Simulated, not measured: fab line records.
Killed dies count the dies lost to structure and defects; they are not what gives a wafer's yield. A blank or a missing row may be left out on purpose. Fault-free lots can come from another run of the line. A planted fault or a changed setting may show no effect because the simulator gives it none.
What tool caused it? | flow sky130 | 14 lots, 42 wafers sampled, at 4 steps of a route of 708

## WHAT THE GAUGES SHOWED, per wafer
The record lacks any reading of a measuring or inspecting step that a usual standard deviation could be used to judge.

## TOOL THAT RAN EACH LOT (tool first, then ch and the chambers of the sampled wafers, then the start)
lot  | SKY_METAL2_PEB_13                | SKY_METAL2_DESCUM_17             | SKY_METAL2_METAL_ETCH_19         | SKY_VIA2_CMP_02
L403 | lithoTrack-03 ch 0, day 35 10:00 | rieMetal-03 ch 1, day 35 11:16   | rieMetal-03 ch 1, day 35 11:29   | cmp-01 ch 0,1,3, day 35 12:37
L406 | lithoTrack-04 ch 0, day 36 21:00 | rieMetal-03 ch 0,1, day 36 21:53 | rieMetal-03 ch 0,1, day 36 21:58 | cmp-02 ch 1,3, day 36 22:56
L407 | lithoTrack-04 ch 0, day 37 19:00 | rieMetal-03 ch 0,1, day 37 19:32 | rieMetal-03 ch 0,1, day 37 19:37 | cmp-02 ch 0,1, day 37 20:29
L408 | lithoTrack-01 ch 0, day 38 03:00 | rieMetal-01 ch 0, day 38 04:17   | rieMetal-01 ch 0, day 38 04:23   | cmp-01 ch 0,3, day 38 05:20
L410 | lithoTrack-04 ch 0, day 38 18:00 | rieMetal-01 ch 0,1, day 38 18:47 | rieMetal-01 ch 0,1, day 38 18:54 | cmp-02 ch 1,2,3, day 38 19:58
L414 | lithoTrack-04 ch 0, day 38 23:00 | rieMetal-01 ch 0,1, day 38 23:53 | rieMetal-01 ch 0,1, day 39 00:00 | cmp-02 ch 0,1,2, day 39 01:23
L413 | lithoTrack-04, day 39 00:00      | rieMetal-02 ch 0, day 39 00:32   | rieMetal-02 ch 0, day 39 00:45   | -
L415 | lithoTrack-04, day 39 18:00      | rieMetal-01 ch 0,1, day 39 19:20 | rieMetal-01 ch 0,1, day 39 19:25 | -
L420 | lithoTrack-04 ch 0, day 40 22:00 | rieMetal-03 ch 0,1, day 40 23:02 | rieMetal-03 ch 0,1, day 40 23:07 | cmp-02 ch 1,2,3, day 41 00:11
L421 | lithoTrack-01 ch 0, day 41 01:00 | rieMetal-02 ch 0, day 41 01:29   | rieMetal-02 ch 0, day 41 01:42   | cmp-02 ch 0,2,3, day 41 02:44
L422 | lithoTrack-04 ch 0, day 41 02:00 | rieMetal-03 ch 0,1, day 41 03:14 | rieMetal-03 ch 0,1, day 41 03:19 | cmp-01 ch 0,2,3, day 41 04:11
L423 | lithoTrack-03 ch 0, day 41 07:00 | rieMetal-01 ch 0,1, day 41 07:56 | rieMetal-01 ch 0,1, day 41 08:02 | cmp-01 ch 1,2,3, day 41 09:03
L425 | lithoTrack-04 ch 0, day 42 02:00 | rieMetal-03 ch 0,1, day 42 02:59 | rieMetal-03 ch 0,1, day 42 03:06 | cmp-01 ch 1,2,3, day 42 04:05
L426 | lithoTrack-04 ch 0, day 42 06:00 | rieMetal-01 ch 0,1, day 42 07:05 | rieMetal-01 ch 0,1, day 42 07:12 | cmp-02 ch 1,2,3, day 42 08:16
- SKY_METAL2_PEB_13
- SKY_METAL2_DESCUM_17: chemistry O2, time 8 s.
- SKY_METAL2_METAL_ETCH_19: etches the open film in Cl2/BCl3, stops on SiO2, target depth 360 nm, time 78 s.
- SKY_VIA2_CMP_02: polishes SiO2.

## WHAT THE TOOLS THEMSELVES READ (means of the sampled wafers that have a number; where no wafer has one, the mark that the record gives instead)
SKY_METAL2_PEB_13.
lot  | tool          | exhaustPa (Pa)
L403 | lithoTrack-03 | 44.3
L406 | lithoTrack-04 | 45.7
L407 | lithoTrack-04 | 43.8
L408 | lithoTrack-01 | 44.8
L410 | lithoTrack-04 | 44.6
L414 | lithoTrack-04 | 45.3
L413 | lithoTrack-04 | -
L415 | lithoTrack-04 | -
L420 | lithoTrack-04 | 44.6
L421 | lithoTrack-01 | 45.0
L422 | lithoTrack-04 | 44.6
L423 | lithoTrack-03 | 45.8
L425 | lithoTrack-04 | 44.5
L426 | lithoTrack-04 | 44.5

SKY_METAL2_DESCUM_17.
lot  | tool        | drypumpMotorCurrentA (A) | heBacksideLeakSccm (sccm) | oesProductAu (a.u.)
L403 | rieMetal-03 | 5.5                      | 3.6                       | 1.018
L406 | rieMetal-03 | 5.3                      | 3.7                       | 1.008
L407 | rieMetal-03 | 5.1                      | 3.4                       | 1.007
L408 | rieMetal-01 | 6.5                      | 3.3                       | 0.993
L410 | rieMetal-01 | 5.9                      | 3.3                       | 0.995
L414 | rieMetal-01 | 6.2                      | 3.3                       | 0.999
L413 | rieMetal-02 | 4.7                      | 3.4                       | 0.989
L415 | rieMetal-01 | 6.2                      | 3.3                       | 1.001
L420 | rieMetal-03 | 5.1                      | 3.3                       | 1.005
L421 | rieMetal-02 | 4.7                      | 3.3                       | 0.982
L422 | rieMetal-03 | 5.2                      | 3.6                       | 1.002
L423 | rieMetal-01 | 5.9                      | 2.9                       | 1.003
L425 | rieMetal-03 | 5.1                      | 3.7                       | 0.993
L426 | rieMetal-01 | 5.9                      | 3.1                       | 0.993

SKY_METAL2_METAL_ETCH_19.
lot  | tool        | drypumpMotorCurrentA (A) | heBacksideLeakSccm (sccm) | oesProductAu (a.u.) | throttleValvePct (%)
L403 | rieMetal-03 | 5.5                      | 3.51                      | 0.854               | 22.265
L406 | rieMetal-03 | 5.3                      | 3.47                      | 0.863               | 22.258
L407 | rieMetal-03 | 5.1                      | 3.39                      | 0.859               | 22.266
L408 | rieMetal-01 | 6.5                      | 3.15                      | 0.856               | 22.272
L410 | rieMetal-01 | 5.9                      | 3.22                      | 0.856               | 22.271
L414 | rieMetal-01 | 6.2                      | 3.29                      | 0.856               | 22.277
L413 | rieMetal-02 | 4.7                      | 3.32                      | 0.859               | 22.266
L415 | rieMetal-01 | 6.2                      | 3.39                      | 0.861               | 22.268
L420 | rieMetal-03 | 5.1                      | 3.32                      | 0.865               | 22.267
L421 | rieMetal-02 | 4.7                      | 3.50                      | 0.860               | 22.263
L422 | rieMetal-03 | 5.3                      | 3.46                      | 0.851               | 22.262
L423 | rieMetal-01 | 5.8                      | 3.18                      | 0.853               | 22.271
L425 | rieMetal-03 | 5.1                      | 3.29                      | 0.853               | 22.268
L426 | rieMetal-01 | 5.9                      | 3.30                      | 0.855               | 22.258

SKY_VIA2_CMP_02.
lot  | tool   | motorCurrentA (A)
L403 | cmp-01 | 11.1
L406 | cmp-02 | 13.9
L407 | cmp-02 | 13.0
L408 | cmp-01 | 10.0
L410 | cmp-02 | 13.3
L414 | cmp-02 | 13.2
L420 | cmp-02 | 13.2
L421 | cmp-02 | 12.5
L422 | cmp-01 | 11.2
L423 | cmp-01 | 12.1
L425 | cmp-01 | 12.4
L426 | cmp-02 | 13.3

## THE ANSWER, worked out from the rows above alone
Rule: usual is defined by the lots themselves. Put in order of their means at a reading, lots are off if they are a third of the lots or fewer, leave a main group of 4 or more, and stand apart from it by a gap of 3 or more times the standard deviation of the main group's means; of several such gaps the widest counts. A main group is skipped when, at the precision printed for the reading in the tables above, its means are all equal. A lot without any number at a reading at which 4 lots or more have one is off too. The other lots that the step has rows for count as sound. Order of review: gauges by route order, followed by the tools' own readings, for which a lot's mean as printed above is used. The first step at which some lot is off is used, and at that step the reading that is off furthest; a lot without a number counts as furthest.
Off at SKY_METAL2_PEB_13 (exhaustPa): L413, L415. Without a number there: L413, L415. For the main group the mean is 44.8 Pa and the standard deviation 0.55.
If a tool, at that step or one of the process steps before it, ran each lot that is off and ran no sound lot following the first of them, it fits. Of those tried, none fits.

## WHAT THE SIMULATOR HAD PUT IN
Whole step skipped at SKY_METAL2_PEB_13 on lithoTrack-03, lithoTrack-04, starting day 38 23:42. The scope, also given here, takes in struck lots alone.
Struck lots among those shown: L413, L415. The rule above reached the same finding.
